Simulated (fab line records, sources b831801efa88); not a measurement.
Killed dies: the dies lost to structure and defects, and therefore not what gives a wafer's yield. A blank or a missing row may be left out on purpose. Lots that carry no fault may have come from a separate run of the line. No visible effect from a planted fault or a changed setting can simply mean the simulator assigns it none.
fab line records    flow sky130
[record] lots = 5  wafers = 15  lastDay = 50
route steps=708 shown VIA1@471 METAL2@483 PAD_OPEN@708
lots untouched by any fault: they come from a run of this same line in which no faults occurred
startH: start of the lot's first displayed wafer, in hours after the record's first day    waitH: hours elapsed since this lot's preceding step    " same as the row above    L1.1+2: a single row standing in for several wafers    - value missing, or start not given    * or withheld: withheld    < > ~ a bound
route shown NAME@n: a module of which the file shows steps, and the number in the route of the first    usual: mean/standard deviation taken from wafers without a fault    same: alike in all rows    chamber/n: place in a boat    sites: the reading at each site    _std_site: the standard deviation of these    _edge_site: outer sites' mean less inner sites'    radiusMm: for every site, how far away it sits from the centre of the wafer    mask NAME#n: copy n    behind: the most recent tool/chamber to have shaped the wafer    hold: cause of the lot's hold/its duration in hours/its outcome    device: whichever transistor did not switch (one of n, p or np)    end of line: at the end of the route, the tests of the same wafers    for a step that has no rows: nothing shown but its recipe    killed: at the first sort, the dies lost to defects and structure; wafer yield is something else    map: a wafer's dies, x killed, . not, _ none there
set.NAME: setting as actually run; set.NAME@STEP: the setting as run at that earlier step    model.NAME: the simulator's own value behind a step, which no gauge read
lots at selected steps of the route; one table per step, one row per wafer
services: the hour from which a tool's chamber was out of use, counted from the record's first day as startH (under 0 if before that day), plus the number of hours and why
[[steps]]
[step SKY_VIA1_OVL_MEAS_13]
[usual] VIA1_OVL = -1/5.4
lot.wafer  tool        chamber  startH  waitH  VIA1_OVL[nm]
L234.1     overlay-01  -        791.45  0.1    -3
L234.4     "           -        "       "      0
L234.5     "           -        "       "      2
L235.2     overlay-01  -        803.43  0.1    1
L235.3     "           -        "       "      -4
L235.4     "           -        "       "      -1
L242.4     overlay-02  -        870.74  0.1    1
L242.5     "           -        "       "      7
L242.6     "           -        "       "      6
L251.1     overlay-01  -        950.52  0.1    4
L251.4     "           -        "       "      -1
L251.6     "           -        "       "      -2
L254.1     overlay-01  -        956.92  0.1    6
L254.2     "           -        "       "      6
L254.5     "           -        "       "      0
[step SKY_VIA1_ETCH_14]
[recipe] chemistry = N2/H2  target = BARC  ionEnergyEv = 200  sourceW = 500  biasW = 100  pressureMtorr = 30  n2FlowSccm = 100  h2FlowSccm = 200  stopOn = SiO2  timeS = 45.9  targetDepthA = 600
[usual] drypumpMotorCurrentA = 5.6/0.44  oesProductAu = 0.855/0.0045  throttleValvePct = 13.224/0.0091
lot.wafer  tool        chamber  startH  waitH  drypumpMotorCurrentA  oesProductAu  rfHoursCounterH  throttleValvePct
L234.1     rieDiel-02  3        791.48  0.0    4.8                   0.855         22               13.228
L234.4     "           1        "       "      5.4                   0.866         -                13.229
L234.5     "           3        "       "      4.8                   0.849         -                13.220
L235.2     rieDiel-01  1        803.46  0.0    5.6                   0.856         27               13.242
L235.3     "           1        "       "      5.6                   0.855         -                13.217
L235.4     "           2        "       "      5.8                   0.860         -                13.214
L242.4     rieDiel-03  2        870.75  0.0    5.4                   0.852         5                13.217
L242.5     "           3        "       "      5.9                   0.856         -                13.214
L242.6     "           2        "       "      5.3                   0.860         -                13.227
L251.1     rieDiel-02  3        950.56  0.0    4.8                   0.843         1                13.224
L251.4     "           2        "       "      5.7                   0.860         5                13.217
L251.6     "           0        "       "      5.4                   0.853         -                13.227
L254.1     rieDiel-01  1        956.96  0.0    5.6                   0.845         2                13.229
L254.2     "           3        "       "      6.7                   0.850         9                13.235
L254.5     "           0        "       "      5.3                   0.850         -                13.232
[step SKY_VIA1_ETCH_15]
[recipe] target = SiO2  chemistry = C4F8/O2/Ar  targetDepthNm = 351  stopOn = TiN  maskMaterial = KrF-thick  sourceW = 1500  biasW = 1200  pressureMtorr = 40  c4f8FlowSccm = withheld  O2_flow_sccm = 6  Ar_flow_sccm = 300  timeS = 54
[usual] oesProductAu = 0.982/0.0061
lot.wafer  tool        chamber  startH  waitH  oesProductAu  rfHoursCounterH
L234.1     rieDiel-02  3        791.52  0.0    0.987         22
L234.4     "           1        "       "      0.975         -
L234.5     "           3        "       "      0.992         -
L235.2     rieDiel-01  1        803.52  0.0    0.981         27
L235.3     "           1        "       "      0.986         -
L235.4     "           2        "       "      0.981         -
L242.4     rieDiel-03  2        870.80  0.0    0.985         5
L242.5     "           3        "       "      0.979         -
L242.6     "           2        "       "      0.983         -
L251.1     rieDiel-02  3        950.60  0.0    0.989         1
L251.4     "           2        "       "      0.977         5
L251.6     "           0        "       "      0.990         -
L254.1     rieDiel-01  1        957.00  0.0    0.987         2
L254.2     "           3        "       "      0.990         9
L254.5     "           0        "       "      0.987         -
[step SKY_VIA1_STRIP_16]
[recipe] chemistry = O2/N2  powerW = 1400  pressureMtorr = 1500  platenTempC = withheld  o2FlowSccm = 3000  n2FlowSccm = 300  overashFraction = 0.5
[usual] drypumpMotorCurrentA = 5.32/0.25  oesProductAu = 0.416/0.0049  stripTimeToEndpointS = 4.455/0.029
lot.wafer  tool            chamber  startH  waitH  drypumpMotorCurrentA  oesProductAu  rfHoursCounterH  stripTimeToEndpointS
L234.1     plasmaAsher-02  1        791.57  0.0    5.22                  0.417         68               4.424
L234.4     "               0        "       "      5.41                  0.422         -                4.501
L234.5     "               1        "       "      5.21                  0.409         -                4.426
L235.2     plasmaAsher-02  1        803.59  0.0    5.22                  0.419         69               4.471
L235.3     "               1        "       "      5.22                  0.410         -                4.448
L235.4     "               0        "       "      5.43                  0.421         -                4.474
L242.4     plasmaAsher-01  1        870.88  0.1    4.91                  0.412         -                4.465
L242.5     "               1        "       "      4.93                  0.415         -                4.472
L242.6     "               0        "       "      5.56                  0.418         -                4.448
L251.1     plasmaAsher-01  1        950.65  0.0    4.89                  0.417         117              4.416
L251.4     "               0        "       "      5.56                  0.413         -                4.432
L251.6     "               0        "       "      5.56                  0.419         -                4.414
L254.1     plasmaAsher-03  1        957.04  0.0    5.16                  0.415         21               4.419
L254.2     "               0        "       "      5.66                  0.423         21               4.471
L254.5     "               0        "       "      5.66                  0.410         -                4.424
[step SKY_VIA1_STRIP_17]
[recipe] chemistry = postEtchResidueRemover  timeS = 1200  tempC = 72.5
[step SKY_VIA1_CLEAN_18]
[recipe] chemistry = IPA  timeS = 180  tempC = 25
[step SKY_VIA1_CLEAN_19]
[recipe] chemistry = O3/DIW  dry = n2Spin
[step SKY_VIA1_SPUTTER_20]
[recipe] material = TiN  targetThkNm = 20  chamberPressurePa = 5  powerW = 4000  timeS = 80
[step SKY_VIA1_CVD_21]
[recipe] material = W  targetThkNm = 270  timeS = 80.902  tempC = 400  pressureTorr = 40
[step SKY_VIA1_RS_MEAS_22]
[recipe] thkMeasGauge = four-point-probe  reads = W_of_VIA1_CVD_21+TiN_of_VIA1_SPUTTER_20
[usual] VIA1_W_RS = 0.425/0.0048
lot.wafer  tool          chamber  startH  waitH  VIA1_W_RS[ohm/sq]
L234.1     filmMetro-02  -        792.32  0.1    0.427
L234.4     "             -        "       "      0.425
L234.5     "             -        "       "      0.430
L235.2     filmMetro-01  -        804.36  0.1    0.423
L235.3     "             -        "       "      0.424
L235.4     "             -        "       "      0.425
L242.4     filmMetro-03  -        871.65  0.1    0.431
L242.5     "             -        "       "      0.426
L242.6     "             -        "       "      0.424
L251.1     filmMetro-01  -        951.43  0.1    0.429
L251.4     "             -        "       "      0.426
L251.6     "             -        "       "      0.427
L254.1     filmMetro-01  -        957.83  0.1    0.430
L254.2     "             -        "       "      0.417
L254.5     "             -        "       "      0.433
[step SKY_VIA1_THK_MEAS_23]
[recipe] thkMeasGauge = xrf  reads = W_of_VIA1_CVD_21
[usual] VIA1_W_THK = 271/3.1
lot.wafer  tool          chamber  startH  waitH  VIA1_W_THK[nm]
L234.1     filmMetro-02  -        792.44  0.1    272
L234.4     "             -        "       "      274
L234.5     "             -        "       "      270
L235.2     filmMetro-01  -        804.47  0.1    270
L235.3     "             -        "       "      271
L235.4     "             -        "       "      273
L242.4     filmMetro-03  -        871.74  0.1    266
L242.5     "             -        "       "      269
L242.6     "             -        "       "      271
L251.1     filmMetro-01  -        951.55  0.1    267
L251.4     "             -        "       "      269
L251.6     "             -        "       "      271
L254.1     filmMetro-01  -        957.95  0.1    270
L254.2     "             -        "       "      278
L254.5     "             -        "       "      267
[step SKY_VIA1_CMP_24]
[recipe] stopOn = SiO2  tOverpolishS = 15  downForcePsi = 3.5  platenRpm = 60  targetThkNm = 0  padVelocityMS = 0.94248
[usual] motorCurrentA = 11.0/1  overpolishRunS = 15.000/0.0093  slurryFlowMlMin = 150.0/0.49  timeToEndpointS = 64/4.9
lot.wafer  tool    chamber  startH  waitH  motorCurrentA  overpolishRunS  slurryFlowMlMin  timeToEndpointS
L234.1     cmp-02  2        792.50  0.1    10.2           15.012          150.5            59
L234.4     "       1        "       "      10.5           15.002          150.3            62
L234.5     "       2        "       "      10.4           15.003          150.2            56
L235.3     cmp-02  2        804.52  0.0    10.9           15.003          150.0            55
L235.2     "       0        "       "      11.7           15.006          150.6            61
L235.4     "       1        "       "      10.5           14.993          151.2            61
L242.4     cmp-01  1        871.82  0.1    10.5           15.001          150.0            59
L242.5     "       0        "       "      11.9           14.996          150.3            73
L242.6     "       1        "       "      10.1           15.004          150.5            62
L251.1     cmp-02  3        953.06  1.5    9.7            15.013          150.0            63
L251.4     "       1        "       "      10.4           15.012          150.4            68
L251.6     "       3        "       "      9.7            14.991          150.6            65
L254.2     cmp-02  0        958.06  0.1    11.4           15.002          150.1            66
L254.1     "       2        "       "      10.4           15.010          149.8            59
L254.5     "       3        "       "      10.0           15.008          150.2            58
[step SKY_METAL2_SPUTTER_00]
[recipe] material = Ti  targetThkNm = 15  powerW = 3000  timeS = 10.38  chamberPressurePa = 0.4
[usual] chamberPressurePa = 0.4000/0.00074  throttleValvePct = 29.9/1.1
lot.wafer  tool           chamber  startH  waitH  chamberPressurePa  throttleValvePct
L234.1     pvdSputter-02  -        792.80  0.2    0.4005             31.8
L234.4     "              -        "       "      0.4003             30.3
L234.5     "              -        "       "      0.3995             30.3
L235.2     pvdSputter-02  -        804.82  0.1    0.3990             31.7
L235.3     "              -        "       "      0.3992             29.3
L235.4     "              -        "       "      0.3992             30.7
L242.4     pvdSputter-02  -        872.08  0.2    0.4006             30.2
L242.5     "              -        "       "      0.4012             29.3
L242.6     "              -        "       "      0.4498             30.3
L251.1     pvdSputter-04  -        953.36  0.2    0.3993             28.8
L251.4     "              -        "       "      0.4002             29.2
L251.6     "              -        "       "      0.4007             30.9
L254.1     pvdSputter-04  -        958.31  0.1    0.3983             29.2
L254.2     "              -        "       "      0.4015             27.7
L254.5     "              -        "       "      0.4003             29.2
[step SKY_METAL2_SPUTTER_01]
[recipe] material = TiN  targetThkNm = 20  powerW = 6500  timeS = 16.7  chamberPressurePa = 0.4
[usual] chamberPressurePa = 0.3999/0.00099  throttleValvePct = 29.8/1.1
lot.wafer  tool           chamber  startH  waitH  chamberPressurePa  throttleValvePct
L234.1     pvdSputter-02  -        792.82  0.0    0.3993             32.0
L234.4     "              -        "       "      0.3993             30.2
L234.5     "              -        "       "      0.4001             30.2
L235.2     pvdSputter-02  -        804.84  0.0    0.4012             32.2
L235.3     "              -        "       "      0.4005             29.7
L235.4     "              -        "       "      0.4006             30.3
L242.4     pvdSputter-02  -        872.10  0.0    0.3997             30.3
L242.5     "              -        "       "      0.4014             29.5
L242.6     "              -        "       "      0.3987             32.1
L251.1     pvdSputter-04  -        953.38  0.0    0.3995             29.1
L251.4     "              -        "       "      0.3999             29.0
L251.6     "              -        "       "      0.4004             31.0
L254.1     pvdSputter-04  -        958.33  0.0    0.4001             29.1
L254.2     "              -        "       "      0.4005             27.6
L254.5     "              -        "       "      0.3999             29.0
[step SKY_PAD_OPEN_PROBE_99]
[usual] defectLimitedYield = 82.5/2  killed_at_M0_to_M3 = 44/7.1  killed_at_M4_up = 3.1/1.8  killedAtContacts = 24/5.3  killedAtFrontEnd = 15/4.5  killedAtOther = 0.2/0.42  killedDies = 86/9.6  killedOpen = 46/6.9  killedShort = 40/6.4  sort_bin_3_pad_short = 0.8/0.36  sort_bin_5_function = 10.3/1.3  sort_bin_6_memory = 6.4/1.2  sortNPass = 406/9.6  sortYieldPct = 82.5/2
[same] grossDies = 492  killedAtBackSide = 0  sort_bin_4_leakage[%] = 0  sort_bin_8_speed[%] = 0
lot.wafer  tool       chamber  startH   waitH  defectLimitedYield[%]  killed_at_M0_to_M3  killed_at_M4_up  killedAtContacts  killedAtFrontEnd  killedAtOther  killedDies  killedOpen  killedShort  sort_bin_3_pad_short[%]  sort_bin_5_function[%]  sort_bin_6_memory[%]  sortNPass  sortYieldPct[%]
L235.2     prober-01  -        1083.29  0.1    79.7                   47                  4                28                21                0              100         59          41           0.6                      11.2                    8.5                   392        79.7
L235.3     prober-01  -        1083.34  0.2    81.7                   46                  2                34                8                 0              90          61          29           0.2                      10.2                    7.9                   402        81.7
L235.4     prober-01  -        1083.39  0.2    81.9                   41                  7                27                14                0              89          44          45           0.8                      11.2                    6.1                   403        81.9
// killed by level:class
L235.2 VIA1:geometricParticle:open=15 CONTACT:geometricParticle:open=12 POLY_GATE:geometricParticle:open=7 VIA2:geometricParticle:open=7 FIELD_ISO:geometricParticle:open=5 CONTACT:geometricParticle:short=5 VIA2:geometricParticle:short=5 VIA1:geometricParticle:short=5
L235.3 VIA1:geometricParticle:open=19 CONTACT:geometricParticle:open=16 LI_CONTACT:geometricParticle:open=7 CONTACT:geometricParticle:short=6 VIA1:geometricParticle:short=5 VIA2:geometricParticle:open=5 VIA3:geometricParticle:open=5 LOCAL_INTERCONNECT:geometricParticle:short=4
L235.4 CONTACT:geometricParticle:open=10 VIA1:geometricParticle:open=10 LI_CONTACT:geometricParticle:open=9 POLY_GATE:geometricParticle:short=6 METAL1:geometricParticle:short=6 METAL2:geometricParticle:short=6 METAL4:geometricParticle:short=5 FIELD_ISO:geometricParticle:short=4
[[services]]
tool            chamber  startH  hours  kind
rieDiel-02      2        773.23  -      clean
rieDiel-01      0        774.52  14.2   repair
pvdSputter-02   -        778.47  1.8    repair
rieDiel-01      3        801.01  4.5    repair
cmp-01          -        808.40  0.9    repair
plasmaAsher-02  -        828.09  0.5    repair
rieDiel-01      3        836.54  10.0   repair
cmp-01          -        838.76  1.9    repair
cmp-02          -        863.31  6.6    pm
rieDiel-03      0        871.30  28.3   repair
rieDiel-02      3        876.15  10.9   repair
pvdSputter-02   -        890.07  5.1    repair
cmp-01          -        912.00  4.0    pm
rieDiel-02      -        913.52  2.8    pm
cmp-01          -        914.24  1.6    repair
cmp-02          -        929.78  1.1    repair
pvdSputter-04   -        930.91  3.5    repair
rieDiel-02      3        936.69  11.4   repair
pvdSputter-04   -        941.33  2.2    repair
pvdSputter-04   -        946.90  5.9    repair
cmp-01          -        950.98  5.6    repair
cmp-02          -        951.52  1.5    repair
plasmaAsher-01  -        955.31  0.6    repair
cmp-01          -        958.30  6.8    pm
[[key]]
[firstSign] step = SKY_METAL2_SPUTTER_00  reading = chamberPressurePa  direction = up  sigmas = 67  usual = 0.4000  struck = 0.4498
effect none on later readings
metAt SKY_METAL2_SPUTTER_00
struckWafers L242.6
onsetBetween 804.82 872.08
[fault] kind = processParameterDrift  tool = pvdSputter-02  chamber = -  onsetH = 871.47  steps = SKY_METAL2_SPUTTER_00  channel = chamberPressurePa  offset = 0.049128  shape = step  endH = 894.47  actsIn = theseRecipesOnly  stated = 0.4  scope = struckWafersOnly
